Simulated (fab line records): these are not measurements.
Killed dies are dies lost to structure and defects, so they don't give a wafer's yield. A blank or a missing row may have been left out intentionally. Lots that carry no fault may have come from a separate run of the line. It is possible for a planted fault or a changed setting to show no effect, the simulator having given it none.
Code-filled problem report in 8D (eight disciplines) form -- flow sky130 -- the parts of the form that need people (team, actions taken, sign-off) are left out

== 1. THE PROBLEM ==
Mean LI_CONTACT_W_RS at SKY_LI_CONTACT_RS_MEAS_22: 0.256 ohm/sq over 3 wafers in 2 lots; fault-free wafers: 0.285 ohm/sq, standard deviation 0.004. That is -7.2 standard deviations from the usual mean.
The step: measures by four-point-probe.
Seen first at day 35 15:13 on filmMetro-01, wafer L612.5. Wafers with a number at this step in the record: 33, from 11 lots. Rule for "out" (also "out of limits"): further than 4 standard deviations from the usual mean. All remaining wafers that have a number are taken as sound.

== 2. WHAT IT IS, WHAT IT ISN'T ==
question,is,is not
which readings at this step,LI_CONTACT_W_RS,-
which lots,"L612, L615","L595, L599, L600, L602, L604, L605, L606, L607, L618"
which wafers of those lots,"L612.5, L615.2, L615.3","L612.2, L612.4, L615.5"
read on which gauges,"filmMetro-01, filmMetro-04",filmMetro-02
when,from day 35 15:13,"up to then (26 sound wafers); but 4 sound wafers of L615, L618 came after"

== 3. SUSPECTS, AND WHAT RULES EACH OUT ==
Counting: a tool at a process step up to the reading stays a suspect if it ran every lot that is out. Sound lots after the first of them don't rule it out here, since some wafers of a struck lot are sound.
- the gauge at SKY_LI_CONTACT_RS_MEAS_22: ruled out. Those wafers that are out were read across 2 gauges (filmMetro-01, filmMetro-04).
- cvdW-02 at SKY_LI_CONTACT_CVD_21 (deposits W, target thk 400 nm, time 120.56 s): kept. Ran every lot that is out, first one L612 (day 35 15:04); last sound lot up to then L607 (day 33 05:30). On those wafers its own readings are out: susceptorTempC.
- Within cvdW-02 at SKY_LI_CONTACT_CVD_21: the wafers that are out ran in chamber 0; their sound lot-mates ran in chamber 1.
Remaining after the count: cvdW-02 at SKY_LI_CONTACT_CVD_21.

== 4. THE CAUSE (what the simulator had put in) ==
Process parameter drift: cvdW-02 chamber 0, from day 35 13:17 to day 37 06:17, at SKY_LI_CONTACT_CVD_21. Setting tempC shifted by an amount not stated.
This tool alone remained once counting was done.

== 5. THE CHAIN OF EFFECTS, in route order ==
Each row: a reading where the mean over the struck wafers with a number is more than 3 standard deviations away from the usual. Readings are gone through only where the record gives a usual standard deviation; hours: the median, over the lots, of the time from a lot's start at the first step in this table giving one to that lot's start at this step; sigmas: the change measured in usual standard deviations.
hours,step,reading,usual,on struck wafers,change,sigmas
0,SKY_LI_CONTACT_CVD_21,susceptorTempC,399.98 C,406.19,+6.21,+24
0,SKY_LI_CONTACT_RS_MEAS_22,LI_CONTACT_W_RS,0.285 ohm/sq,0.256,-0.029,-7.2
0,SKY_LI_CONTACT_THK_MEAS_23,LI_CONTACT_W_THK,395 nm,439,+44,+6.1
0,SKY_LI_CONTACT_CMP_24,timeToEndpointS,96 s,110,+14,+3.3
Here are the process steps it includes:
- SKY_LI_CONTACT_CVD_21: deposits W, target thk 400 nm, time 120.56 s.
- SKY_LI_CONTACT_CMP_24: polishes, stops on PSG, t overpolish 20 s, target thk 0 nm.

== 6. WHAT WOULD HAVE CAUGHT IT SOONER ==
In this record the first reading out of limits at a measuring or inspecting step was taken at day 35 15:13, 2 hours after the fault began at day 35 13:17.
Tool's own readings at SKY_LI_CONTACT_CVD_21, susceptorTempC: out on all struck wafers the step has rows for; an alarm limit on them would have tripped on the first.
L615, from the lots that are out (2), started SKY_LI_CONTACT_CVD_21 on cvdW-02 later than day 35 15:13. Holding the tool at that time would have saved it.
